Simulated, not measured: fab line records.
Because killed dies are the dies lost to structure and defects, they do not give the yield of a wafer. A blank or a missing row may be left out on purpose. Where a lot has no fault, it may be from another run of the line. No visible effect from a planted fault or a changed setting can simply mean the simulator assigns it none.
Problem report in the 8D (eight disciplines) form, filled by code || flow sky130 || the parts of the form that need people (team, actions taken, sign-off) are left out

## 1. THE PROBLEM
Mean of killed-at-contacts at SKY_PAD_OPEN_PROBE_99: 78 over 2 wafers from 1 lot, against 24 (standard deviation 5.4) on wafers with no fault. That is +10 standard deviations from the usual mean.
The first sign was on wafer L101.2 at day 50 08:04, on prober-02. Wafers with a number at this step in the record: 39, from 13 lots. By rule, "out" or "out of limits" means more than 4 standard deviations away from the usual mean. All remaining wafers that have a number are taken as sound.

## 2. WHAT IT IS, AND WHAT IT ISN'T
{"question": "which readings at this step", "is": "killed-at-contacts, killed-dies", "is not": "killed_at_M0_to_M3, killed_at_M4_up, killed-at-front-end, killed-on-rim, killed-open, killed-short"}
{"question": "which lots", "is": "L101", "is not": "L982, L983, L984, L985, L986, L988, L989, L990, L992, L993, L994, L995"}
{"question": "which wafers of those lots", "is": "L101.2, L101.3", "is not": "L101.4"}
{"question": "read on which tools", "is": "prober-02", "is not": "prober-01"}
{"question": "when", "is": "from day 50 08:04", "is not": "up to then (36 sound wafers); but 1 sound wafer of L101 came after"}

## 3. SUSPECTS, AND WHAT RULES EACH OUT
Counting: if a tool at a process step up to the reading ran every lot that is out, it stays a suspect. Sound lots after the first of them don't rule it out here, since some wafers of a struck lot are sound.
- cvd-w-02 at SKY_CONTACT_CVD_24 (deposits W, target thk 340 nm, time 102.12 s): kept. L101, the lot that is out, went through it at day 37 20:31; up to then, the latest sound lot through it was L995 at day 36 00:37.
- cvd-w-01 at SKY_VIA4_CVD_18 (deposits W, target thk 505 nm, time 152.14 s): kept. L101, the lot that is out, went through it at day 47 21:38; up to then, the latest sound lot through it was L995 at day 46 10:53.
- pvd-sputter-04 at SKY_METAL5_SPUTTER_00 (material Ti, target thk 15 nm, time 10 s): kept. L101, the lot that is out, went through it at day 47 22:19; up to then, the latest sound lot through it was L995 at day 46 11:28.
- plasma-asher-03 at SKY_PASSIVATION_STRIP_12 (strips in O2/N2): kept. L101, the lot that is out, went through it at day 49 12:41; up to then, the latest sound lot through it was L986 at day 45 22:26.
- prober-02 at SKY_PAD_OPEN_PROBE_99: kept. L101, the lot that is out, went through it at day 50 08:04; up to then, the latest sound lot through it was L995 at day 49 00:04. On those wafers its own readings are out: killed-at-contacts, killed-dies.
- The sound lot-mates ran in chamber 0 of cvd-w-02 at SKY_CONTACT_CVD_24, but the wafers that are out ran in chamber 1.
- The sound lot-mates ran in chamber 0 of cvd-w-01 at SKY_VIA4_CVD_18, but the wafers that are out ran in chamber 1.
- The sound lot-mates ran in chamber 0 of plasma-asher-03 at SKY_PASSIVATION_STRIP_12, but the wafers that are out ran in chamber 1.
Left after counting: cvd-w-02 at SKY_CONTACT_CVD_24, cvd-w-01 at SKY_VIA4_CVD_18, pvd-sputter-04 at SKY_METAL5_SPUTTER_00, plasma-asher-03 at SKY_PASSIVATION_STRIP_12, prober-02 at SKY_PAD_OPEN_PROBE_99.

## 4. THE CAUSE (what the simulator had put in)
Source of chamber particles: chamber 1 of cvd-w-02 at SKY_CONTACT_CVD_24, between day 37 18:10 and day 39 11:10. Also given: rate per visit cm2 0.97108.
Of the 5 suspects that counting leaves, this tool is one.

## 5. THE CHAIN OF EFFECTS, in route order
Rows list readings where the struck wafers' mean (over those with a number) sits beyond 3 standard deviations from the usual. Only readings for which the record gives a usual standard deviation are gone through. hours: the time from each lot's start at the first step in this table that gives one to its start at this step, as a median over the lots. sigmas: the change in usual standard deviations.
{"hours": 0, "step": "SKY_PAD_OPEN_PROBE_99", "reading": "killed-at-contacts", "usual": 24, "on struck wafers": 78, "change": "+54", "sigmas": "+10"}
{"hours": 0, "step": "SKY_PAD_OPEN_PROBE_99", "reading": "killed-dies", "usual": 86, "on struck wafers": 140, "change": "+54", "sigmas": "+5.4"}
Here are the process steps it includes:
- SKY_PAD_OPEN_PROBE_99

## 6. WHAT WOULD HAVE CAUGHT IT SOONER
302 hours passed between the start of the fault at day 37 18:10 and the first reading out of limits in this record, taken at day 50 08:04.
Of the tool readings at SKY_CONTACT_CVD_24 for which the record gives a usual standard deviation, none was out on any struck wafer, so an alarm limit of 4 standard deviations on them would not have fired.
Each of the lots that are out, 1 in all, had begun SKY_CONTACT_CVD_24 on cvd-w-02 no later than day 50 08:04. A hold on the tool at that time would have spared none of them.
